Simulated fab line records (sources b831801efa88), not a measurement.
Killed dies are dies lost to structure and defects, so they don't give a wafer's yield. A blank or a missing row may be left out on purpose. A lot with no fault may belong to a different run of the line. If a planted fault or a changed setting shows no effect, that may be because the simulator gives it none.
Split-lot study    flow sfq_line    on a route of 325 steps: 5 lots, 23 wafers read

## THE SPLIT ITSELF
At SFQ_TRILAYER_I3_VIA_LITHO_COAT_085 (resist thk 650 nm), the setting resist_thk_nm was moved away from the recipe's 650 nm on 7 of the 23 wafers read, by -4.7% to +3.4%. This setting was run at the recipe's value on the other wafers.

## FROM SPLIT TO READING: 1 step shown by the file between the two
- SFQ_TRILAYER_I3_VIA_BARC_OPEN_VIA_ETCH_121: etches BARC in O2, target depth 125 nm, time 41.7 s (also split here: source_w)

## THE READING
KrF_of_TRILAYER_I3_VIA_LITHO_COAT_085.thk_nm (the simulator's own value, which no gauge read), in nm, at SFQ_TRILAYER_I3_VIA_ETCH_VIA_ETCH_088 (etches SiO2 in CHF3, stops on Nb, target depth 260 nm). No usual value for it is given in the file. Average 528.5 nm, standard deviation 2.8 nm, over the 16 wafers here run with the recipe.

wafer   tool, chamber at the split  resist_thk_nm as run, nm  against the recipe  KrF_of_TRILAYER_I3_VIA_LITHO_COAT_085.thk_nm, nm  against lot-mates on the recipe
L075.1  litho_track-03, 0           672.1                     +3.4%               545.1                                             +17.9
L075.3  litho_track-03, 0           650                       recipe              525.4                                             -
L075.4  litho_track-03, 0           672.1                     +3.4%               550.4                                             +23.2
L075.5  litho_track-03, 0           650                       recipe              526.9                                             -
L075.6  litho_track-03, 0           650                       recipe              529.3                                             -
L076.1  litho_track-02, 0           650                       recipe              528                                               -
L076.2  litho_track-02, 0           650                       recipe              525.3                                             -
L076.3  litho_track-02, 0           650                       recipe              527.1                                             -
L076.5  litho_track-02, 0           650                       recipe              524.5                                             -
L076.6  litho_track-02, 0           650                       recipe              527.7                                             -
L077.1  litho_track-02, 0           627.6                     -3.4%               505.1                                             -27.2
L077.2  litho_track-02, 0           650                       recipe              535                                               -
L077.3  litho_track-02, 0           650                       recipe              529.7                                             -
L077.4  litho_track-02, 0           627.6                     -3.4%               508.2                                             -24.2
L077.6  litho_track-02, 0           627.6                     -3.4%               509.6                                             -22.8
L080.1  litho_track-02, 0           650                       recipe              534.2                                             -
L080.2  litho_track-02, 0           650                       recipe              529.9                                             -
L080.3  litho_track-02, 0           650                       recipe              529.7                                             -
L080.5  litho_track-02, 0           619.4                     -4.7%               497.2                                             -34.1
L080.6  litho_track-02, 0           619.4                     -4.7%               499.5                                             -31.8
L082.3  litho_track-04, 0           650                       recipe              529.3                                             -
L082.5  litho_track-04, 0           650                       recipe              526.4                                             -
L082.6  litho_track-04, 0           650                       recipe              527.2                                             -

FIT RESULTS
A straight line over all 23 wafers: KrF_of_TRILAYER_I3_VIA_LITHO_COAT_085.thk_nm changes by +6.08 nm for each +1% of resist_thk_nm; r = +0.98; the points scatter about the line by 2.8 nm.
The same after taking each lot's own level away (the mean of its wafers on the recipe; 23 wafers): +6.78 nm for each +1%; r = +0.99; scatter 2.1 nm.
Per that fit: largest resist_thk_nm move, reading shift of 32 nm.
The lots' own levels span 526.52 to 532.35 nm, that is 2.1 times the standard deviation above.
So the slope is not independent of the lot-to-lot level: the two fits are not the same.
Check: with one of the wafers moved furthest among these (-4.7%) left out of the fit, the line predicts -31.9 nm for it against its lot-mates. It came out at -34.1 nm against them.

## FURTHER SPLITS ON THESE WAFERS
These wafers also went through other splits before the reading. Each is held against what the fit with the lots' levels taken away leaves over:
other split on the same wafers                       wafers away from the commonest value  r with KrF_of_TRILAYER_I3_VIA_LITHO_COAT_085.thk_nm (lot level and that fit taken away)
SFQ_TRILAYER_I1_VIA_LITHO_EXPOSE_050 dose_mj         8                                     -0.42
SFQ_TRILAYER_M2_DEP_SPUTTER_055 time_s               8                                     +0.21
SFQ_TRILAYER_M2_LITHO_EXPOSE_058 dose_mj             8                                     +0.13
SFQ_TRILAYER_M3_LITHO_COAT_075 resist_thk_nm         5                                     -0.16
SFQ_TRILAYER_M3_BARC_OPEN_METAL_ETCH_100 bias_w      6                                     -0.31
SFQ_TRILAYER_I3_VIA_BARC_OPEN_VIA_ETCH_121 source_w  9                                     -0.28

## THE WHOLE CHAIN: every reading that the file lists as answering this split, in the file's order
step                                        what it does                                           reading                                                                                        change (the file's fit)               r (the file's)
SFQ_TRILAYER_I3_VIA_LITHO_COAT_085          resist thk 650 nm                                      KrF_of_TRILAYER_I3_VIA_LITHO_COAT_085.thk_nm (the simulator's own value, which no gauge read)  +6.28 nm for each +1% of the setting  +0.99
SFQ_TRILAYER_I3_VIA_BARC_OPEN_VIA_ETCH_121  etches BARC in O2, target depth 125 nm, time 41.7 s    KrF_of_TRILAYER_I3_VIA_LITHO_COAT_085.thk_nm (the simulator's own value, which no gauge read)  +6.68 nm for each +1% of the setting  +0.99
SFQ_TRILAYER_I3_VIA_ETCH_VIA_ETCH_088       etches SiO2 in CHF3, stops on Nb, target depth 260 nm  KrF_of_TRILAYER_I3_VIA_LITHO_COAT_085.thk_nm (the simulator's own value, which no gauge read)  +6.8 nm for each +1% of the setting   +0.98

## FILE'S OWN FIT
KrF_of_TRILAYER_I3_VIA_LITHO_COAT_085.thk_nm changes by +6.8 nm for each +1% of resist_thk_nm, r = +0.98.
